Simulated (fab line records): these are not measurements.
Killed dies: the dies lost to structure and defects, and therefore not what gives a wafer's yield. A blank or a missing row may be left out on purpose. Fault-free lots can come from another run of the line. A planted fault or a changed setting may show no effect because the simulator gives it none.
fab line records	flow sky130
[record] lots = 14	wafers = 42	last_day = 50
route steps=708 shown GATE_OXIDE@199 CAP2M@605 VIA4@658 PAD_OPEN@708
lots with no fault: from the same line, run without faults
start_h: hours from the record's first day to the start of the lot's first wafer shown	wait_h: hours elapsed since this lot's preceding step	" the same as in the row above	L1.1+2: a row that stands for several wafers	- no value, or no start given	* or withheld: withheld	< > ~ a bound
route shown NAME@n: names a module that has steps shown in the file, with the first one's number in the route	usual: mean and standard deviation over wafers with no fault	same: alike in all rows	chamber/n: place in a boat	sites: each site's reading	_std_site: the standard deviation of these	_edge_site: inner sites' mean taken away from outer sites' mean	radius_mm: how far each site lies from the wafer's centre	mask NAME#n: copy n	behind: tool/chamber where the wafer was last shaped	hold: what put the lot on hold/how long, in hours/how the hold closed	device: the transistor (n, p or np) that didn't switch	end of line: tests run on the same wafers once the route is complete	for a step that has no rows: nothing shown but its recipe	killed: count of dies lost to structure and defects at first sort (not the wafer's yield)	map: the dies of a wafer, with x for killed, . for not killed, _ for no die there
set.NAME: the setting the step ran with; set.NAME@STEP: the setting that earlier step ran with	model.NAME: the simulator's own value behind a step, which no gauge read
a sample of lots followed through the steps of the route, with each step as a table and each wafer as a row
services: a tool's chamber out of use, with start hour (start_h, from the record's first day; less than 0 if before it), hours out, and reason
[[steps]]
[step SKY_GATE_OXIDE_WET_ETCH_12]
[recipe] chemistry = dHF	target_depth_nm = 16.8	dry = n2_spin	target = SiO2	dilution = 100:1	temp_c = 25	time_s = 336
lot.wafer	tool	chamber	start_h	wait_h
L998.2+3+4	wet_bench-02	2	304.83	0.1
L999.2+4+5	wet_bench-02	0	310.73	0.1
L100.3+4+6	wet_bench-01	1	316.94	0.1
L102.2+4+6	wet_bench-02	3	338.18	0.1
L103.3+5+6	wet_bench-03	1	347.45	0.1
L104.1+2+4	wet_bench-02	1	358.84	0.1
L105.2+3+5	wet_bench-01	3	359.14	0.1
L108.1+2+6	wet_bench-01	3	420.15	0.1
L111.1+5+6	wet_bench-01	1	423.93	0.1
L116.1+4+5	wet_bench-02	0	460.98	0.1
L115.2+3+5	wet_bench-02	0	461.19	0.1
L118.1+2+5	wet_bench-03	0	476.70	0.1
L119.1+4+6	wet_bench-02	2	481.19	0.1
L121.1+2+3	wet_bench-01	2	502.24	0.1
[step SKY_CAP2M_SPUTTER_02]
[recipe] material = TiN	target_thk_nm = 200	temp_c = 300	power_w = 6500	time_s = 166.7	chamber_pressure_pa = 0.4
[usual] throttle_valve_pct = 30.8/0.68
lot.wafer	tool	chamber	start_h	wait_h	throttle_valve_pct
L998.2	pvd_sputter-03	-	923.58	0.0	28.9
L998.3	"	-	"	"	31.7
L998.4	"	-	"	"	31.0
L999.2	pvd_sputter-02	-	928.47	0.0	30.8
L999.4	"	-	"	"	30.9
L999.5	"	-	"	"	30.9
L100.3	pvd_sputter-02	-	937.93	0.0	30.5
L100.4	"	-	"	"	31.4
L100.6	"	-	"	"	31.1
L102.2	pvd_sputter-03	-	955.76	0.0	29.5
L102.4	"	-	"	"	31.8
L102.6	"	-	"	"	29.7
L103.3	pvd_sputter-01	-	962.35	0.0	30.1
L103.5	"	-	"	"	30.6
L103.6	"	-	"	"	31.1
L105.2	pvd_sputter-03	-	973.18	0.0	31.0
L105.3	"	-	"	"	29.2
L105.5	"	-	"	"	29.3
L104.1	pvd_sputter-02	-	980.82	0.1	30.7
L104.2	"	-	"	"	31.1
L104.4	"	-	"	"	31.1
L108.1	pvd_sputter-02	-	1020.33	0.1	30.9
L108.2	"	-	"	"	31.0
L108.6	"	-	"	"	30.9
L111.1	pvd_sputter-02	-	1025.85	0.1	31.0
L111.5	"	-	"	"	30.9
L111.6	"	-	"	"	30.8
L116.1	pvd_sputter-01	-	1050.21	0.1	30.3
L116.4	"	-	"	"	30.3
L116.5	"	-	"	"	30.3
L115.2	pvd_sputter-03	-	1051.06	0.0	29.0
L115.3	"	-	"	"	30.8
L115.5	"	-	"	"	31.1
L118.1	pvd_sputter-01	-	1060.98	0.1	31.4
L118.2	"	-	"	"	30.5
L118.5	"	-	"	"	30.0
L119.1	pvd_sputter-03	-	1065.78	0.1	31.2
L119.4	"	-	"	"	31.6
L119.6	"	-	"	"	29.1
L121.1	pvd_sputter-02	-	1077.94	0.1	31.3
L121.2	"	-	"	"	30.9
L121.3	"	-	"	"	30.7
[step SKY_VIA4_RS_MEAS_19]
[recipe] thk_meas_gauge = four-point-probe	reads = W_of_VIA4_CVD_18+TiN_of_VIA4_SPUTTER_17
[usual] VIA4_W_RS = 0.224/0.0038
lot.wafer	tool	chamber	start_h	wait_h	VIA4_W_RS[ohm/sq]
L998.2	film_metro-02	-	998.47	0.1	0.226
L998.3	"	-	"	"	0.228
L998.4	"	-	"	"	0.226
L999.2	film_metro-01	-	1003.55	0.2	0.226
L999.4	"	-	"	"	0.225
L999.5	"	-	"	"	0.225
L100.3	film_metro-01	-	1011.72	0.1	0.232
L100.4	"	-	"	"	0.227
L100.6	"	-	"	"	0.232
L102.2	film_metro-01	-	1029.54	0.1	0.225
L102.4	"	-	"	"	0.224
L102.6	"	-	"	"	0.220
L103.3	film_metro-01	-	1035.69	0.1	0.226
L103.5	"	-	"	"	0.217
L103.6	"	-	"	"	0.222
L105.2	film_metro-02	-	1045.18	0.1	0.222
L105.3	"	-	"	"	0.224
L105.5	"	-	"	"	0.223
L104.1	film_metro-01	-	1051.89	0.1	0.220
L104.2	"	-	"	"	0.228
L104.4	"	-	"	"	0.227
L108.1	film_metro-01	-	1088.20	0.1	0.227
L108.2	"	-	"	"	0.226
L108.6	"	-	"	"	0.225
L111.1	film_metro-03	-	1092.70	0.1	0.225
L111.5	"	-	"	"	0.225
L111.6	"	-	"	"	0.225
L116.1	film_metro-01	-	1116.28	0.1	0.223
L116.4	"	-	"	"	0.225
L116.5	"	-	"	"	0.222
L115.2	film_metro-02	-	1116.60	0.1	0.224
L115.3	"	-	"	"	0.219
L115.5	"	-	"	"	0.220
L118.1	film_metro-01	-	1122.53	0.1	0.230
L118.2	"	-	"	"	0.229
L118.5	"	-	"	"	0.227
L119.1	film_metro-01	-	1129.55	0.1	0.226
L119.4	"	-	"	"	0.228
L119.6	"	-	"	"	0.224
L121.1	film_metro-01	-	1139.61	0.1	0.228
L121.2	"	-	"	"	0.227
L121.3	"	-	"	"	0.227
[step SKY_VIA4_THK_MEAS_20]
[recipe] thk_meas_gauge = xrf	reads = W_of_VIA4_CVD_18
[usual] VIA4_W_THK = 507/8.7
lot.wafer	tool	chamber	start_h	wait_h	VIA4_W_THK[nm]
L998.2	film_metro-02	-	998.58	0.1	498
L998.3	"	-	"	"	495
L998.4	"	-	"	"	499
L999.2	film_metro-01	-	1003.66	0.1	503
L999.4	"	-	"	"	504
L999.5	"	-	"	"	504
L100.3	film_metro-01	-	1011.82	0.1	494
L100.4	"	-	"	"	506
L100.6	"	-	"	"	491
L102.2	film_metro-01	-	1029.65	0.1	510
L102.4	"	-	"	"	508
L102.6	"	-	"	"	517
L103.3	film_metro-01	-	1035.79	0.1	504
L103.5	"	-	"	"	520
L103.6	"	-	"	"	505
L105.2	film_metro-02	-	1045.29	0.1	505
L105.3	"	-	"	"	499
L105.5	"	-	"	"	504
L104.1	film_metro-01	-	1052.01	0.1	514
L104.2	"	-	"	"	498
L104.4	"	-	"	"	497
L108.1	film_metro-01	-	1088.32	0.1	501
L108.2	"	-	"	"	505
L108.6	"	-	"	"	506
L111.1	film_metro-03	-	1092.82	0.1	505
L111.5	"	-	"	"	509
L111.6	"	-	"	"	507
L116.1	film_metro-01	-	1116.40	0.1	509
L116.4	"	-	"	"	502
L116.5	"	-	"	"	513
L115.2	film_metro-02	-	1116.71	0.1	506
L115.3	"	-	"	"	511
L115.5	"	-	"	"	511
L118.1	film_metro-01	-	1122.65	0.1	493
L118.2	"	-	"	"	494
L118.5	"	-	"	"	500
L119.1	film_metro-01	-	1129.67	0.1	504
L119.4	"	-	"	"	499
L119.6	"	-	"	"	509
L121.1	film_metro-01	-	1139.73	0.1	500
L121.2	"	-	"	"	501
L121.3	"	-	"	"	503
[step SKY_PAD_OPEN_PROBE_99]
[usual] killed_at_M0_to_M3 = 42/7.1	killed_at_M4_up = 3.0/1.7	killed_at_contacts = 25/5	killed_at_front_end = 16/4.4	killed_at_other = 0.5/1.4	killed_dies = 87/9.2	killed_open = 47/6.2	killed_short = 39/6.6
[same] gross_dies = 492	killed_at_back_side = 0
lot.wafer	tool	chamber	start_h	wait_h	killed_at_M0_to_M3	killed_at_M4_up	killed_at_contacts	killed_at_front_end	killed_at_other	killed_dies	killed_open	killed_short
L108.1	prober-01	-	1150.61	0.1	53	3	20	58	1	135	52	40
L108.2	prober-01	-	1150.66	0.1	42	4	25	53	0	124	41	42
L108.6	prober-01	-	1150.86	0.2	58	3	17	57	0	135	42	45
L111.1	prober-01	-	1152.89	0.1	37	2	24	61	0	124	48	31
L111.5	prober-01	-	1153.09	0.2	26	5	17	57	1	106	39	22
L111.6	prober-01	-	1153.14	0.2	44	4	24	66	0	138	50	36
// killed by level:class
L108.1 GATE_OXIDE:unspecified=43 VIA1:geometric_particle:open=15 CONTACT:geometric_particle:open=9 METAL2:geometric_particle:short=9 METAL3:geometric_particle:short=6 METAL1:geometric_particle:short=5 VIA1:geometric_particle:short=5 VIA3:geometric_particle:open=5
L108.2 GATE_OXIDE:unspecified=41 VIA1:geometric_particle:open=13 LI_CONTACT:geometric_particle:open=7 VIA2:geometric_particle:short=7 LOCAL_INTERCONNECT:geometric_particle:short=5 CONTACT:geometric_particle:open=5 VIA3:geometric_particle:open=5 CONTACT:geometric_particle:short=5
L108.6 GATE_OXIDE:unspecified=48 VIA1:geometric_particle:open=17 METAL2:geometric_particle:short=13 VIA3:geometric_particle:open=8 CONTACT:geometric_particle:short=7 CONTACT:geometric_particle:open=5 VIA2:geometric_particle:short=5 FIELD_ISO:geometric_particle:open=4
L111.1 GATE_OXIDE:unspecified=44 CONTACT:geometric_particle:open=11 VIA1:geometric_particle:short=9 VIA1:geometric_particle:open=7 VIA3:geometric_particle:open=5 FIELD_ISO:geometric_particle:open=4 POLY_GATE:geometric_particle:open=4 SPACER:geometric_particle:open=4
L111.5 GATE_OXIDE:unspecified=45 CONTACT:geometric_particle:open=8 VIA1:geometric_particle:open=7 VIA2:geometric_particle:open=6 LI_CONTACT:geometric_particle:open=5 FIELD_ISO:geometric_particle:open=4 FIELD_ISO:geometric_particle:short=3 CONTACT:geometric_particle:short=3
L111.6 GATE_OXIDE:unspecified=49 CONTACT:geometric_particle:open=11 VIA1:geometric_particle:open=9 METAL1:geometric_particle:short=8 VIA3:geometric_particle:open=8 LI_CONTACT:geometric_particle:open=7 METAL2:geometric_particle:short=6 POLY_GATE:geometric_particle:short=5
[[services]]
tool	chamber	start_h	hours	kind
wet_bench-03	-	318.12	7.4	repair
pvd_sputter-02	2	383.58	-	consumable_replace:kit
pvd_sputter-01	-	386.85	3.2	repair
wet_bench-01	-	402.33	1.9	repair
pvd_sputter-02	-	408.44	3.2	repair
pvd_sputter-03	-	491.06	1.2	repair
wet_bench-02	-	493.59	1.9	pm
pvd_sputter-03	-	493.97	0.8	repair
pvd_sputter-01	-	600.61	64.8	repair
pvd_sputter-02	-	648.56	3.0	repair
pvd_sputter-03	-	715.95	2.8	repair
pvd_sputter-01	-	721.69	7.6	repair
pvd_sputter-02	-	738.12	12.3	repair
pvd_sputter-03	-	803.80	0.9	repair
pvd_sputter-01	-	888.99	3.3	repair
wet_bench-01	-	894.52	1.5	repair
pvd_sputter-01	-	899.16	1.0	repair
pvd_sputter-02	-	903.46	4.9	repair
pvd_sputter-02	-	912.67	2.7	repair
pvd_sputter-02	-	953.53	2.9	repair
pvd_sputter-03	-	996.24	3.9	repair
wet_bench-03	-	1007.06	10.8	repair
pvd_sputter-01	-	1016.29	9.8	repair
pvd_sputter-02	-	1051.59	1.8	repair
[[key]]
[first_sign] step = SKY_PAD_OPEN_PROBE_99	reading = killed_at_front_end	direction = up	sigmas = 9.8	usual = 16	struck = 59
[effect] step = SKY_PAD_OPEN_PROBE_99	reading = killed_dies	direction = up	sigmas = 4.4	usual = 87	struck = 127
met_at SKY_GATE_OXIDE_WET_ETCH_12
struck_lots L108,L111
tester_left_out L108,L111
not_acting_at SKY_CAP2M_SPUTTER_02,SKY_VIA4_RS_MEAS_19,SKY_VIA4_THK_MEAS_20
onset_between 359.14 420.15
[fault] kind = chamber_particle_source	tool = wet_bench-01	chamber = -	onset_h = 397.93	steps = SKY_GATE_OXIDE_WET_ETCH_12	rate_per_visit_cm2 = 1.6064	end_h = 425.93
// tester_left_out: of these lots the tester's yield and bins aren't shown, on N5 and GAA mostly nor the transistor test; their killed dies are dies lost to structure and defects alone, not to doping, threshold or leakage, so they don't give the yield
